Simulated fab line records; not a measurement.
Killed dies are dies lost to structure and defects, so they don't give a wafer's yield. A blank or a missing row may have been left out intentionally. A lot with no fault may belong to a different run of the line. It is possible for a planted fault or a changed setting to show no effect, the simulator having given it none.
Code-filled problem report in 8D (eight disciplines) form | flow sfq line | the parts of the form that need people (team, actions taken, sign-off) are left out

1. THE PROBLEM
Wafers free of any fault read 0.885 ohm/sq (standard deviation 0.009) for M0_NB_RS at SFQ_M0_RS_MEAS_904, against a mean of 0.795 ohm/sq on 9 wafers of 3 lots. Measured from the usual mean, that is -10 standard deviations.
The step: measures by four-point-probe.
Seen first at day 9 21:16 on film metro-03, wafer L604.1. Wafers with a number at this step in the record: 45, from 15 lots. Rule for "out" (also "out of limits"): further than 4 standard deviations from the usual mean. Any other wafer with a number is counted as sound.

2. WHAT IT IS; WHAT IT IS NOT
question                    | is                           | is not
which readings at this step | M0_NB_RS                     | -
which lots                  | L604, L605, L607             | L598, L599, L606, L612, L613, L614, L615, L617, L618, L619, L620, L621
which wafers of those lots  | all that have a number       | -
read on which gauges        | film metro-02, film metro-03 | film metro-04
when                        | from day 9 21:16             | up to then (6 sound wafers); but 30 sound wafers of L606, L612, L613, L614, L615, L617, L618, L619, L620, L621 came after

3. WHAT RULES OUT EACH SUSPECT
Counting: a tool stays on the suspect list if, at a process step up to the reading, it processed all lots that are out and no sound lot following the first of them.
- ruled out: the gauge at SFQ_M0_RS_MEAS_904. The wafers that are out were read on 2 gauges (film metro-02, film metro-03).
- pvd sputter-06 at SFQ_TRILAYER_M0_DEP_SPUTTER_019 (material Nb, target thk 200 nm, time 133.3 s): ruled out as a lasting fault. Following L604 (day 9 21:10), the first lot on it that is out, the sound lots L618, L619, L621 were run on it.
Left after counting: nothing in the record.

4. THE CAUSE (what the simulator had put in)
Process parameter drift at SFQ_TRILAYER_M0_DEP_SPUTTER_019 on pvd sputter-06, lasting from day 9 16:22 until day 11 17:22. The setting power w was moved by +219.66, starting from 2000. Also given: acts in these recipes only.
It was ruled out by counting, in error; the rule expects a fault to strike all lots run on its tool from its start on, and this fault did not.

5. SEQUENCE OF EFFECTS, ordered by route
One row per reading whose mean, taken over the struck wafers that have a number, lies over 3 standard deviations from the usual. Scope: only readings with a usual standard deviation given in the record; hours: median across lots of the time from each lot's start at the first step in this table that gives one to its start at this step; sigmas: change in usual standard deviations.
hours | step                                | reading            | usual        | on struck wafers | change | sigmas
0     | SFQ_TRILAYER_M0_DEP_SPUTTER_019     | cathode dc power W | 2000.0 W     | 2219.5           | +219.5 | +99 or more
0     | SFQ_M0_RS_MEAS_904                  | M0_NB_RS           | 0.885 ohm/sq | 0.795            | -0.090 | -10
5     | SFQ_TRILAYER_M0_ETCH_METAL_ETCH_024 | oes product au     | 0.896 a.u.   | 0.953            | +0.057 | +7.6
The process steps in it:
- SFQ_TRILAYER_M0_DEP_SPUTTER_019: material Nb, target thk 200 nm, time 133.3 s.
- SFQ_TRILAYER_M0_ETCH_METAL_ETCH_024: etches Nb in Cl2/Ar, stops on SiO2, target depth 240 nm, time 120 s.
At these later measuring or inspecting steps, every struck wafer for which the step has a row has a number for every such reading, and none has moved that far: SFQ_I3_OVL_MEAS_923.

6. WHAT WOULD HAVE CAUGHT IT SOONER
The first out-of-limits reading at a measuring or inspecting step in this record came at day 9 21:16, 5 hours after the fault's start at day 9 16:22.
The tool's own readings at SFQ_TRILAYER_M0_DEP_SPUTTER_019 were out on every struck wafer that the step has a row for (cathode dc power W): an alarm limit on them would have fired on the first of those.
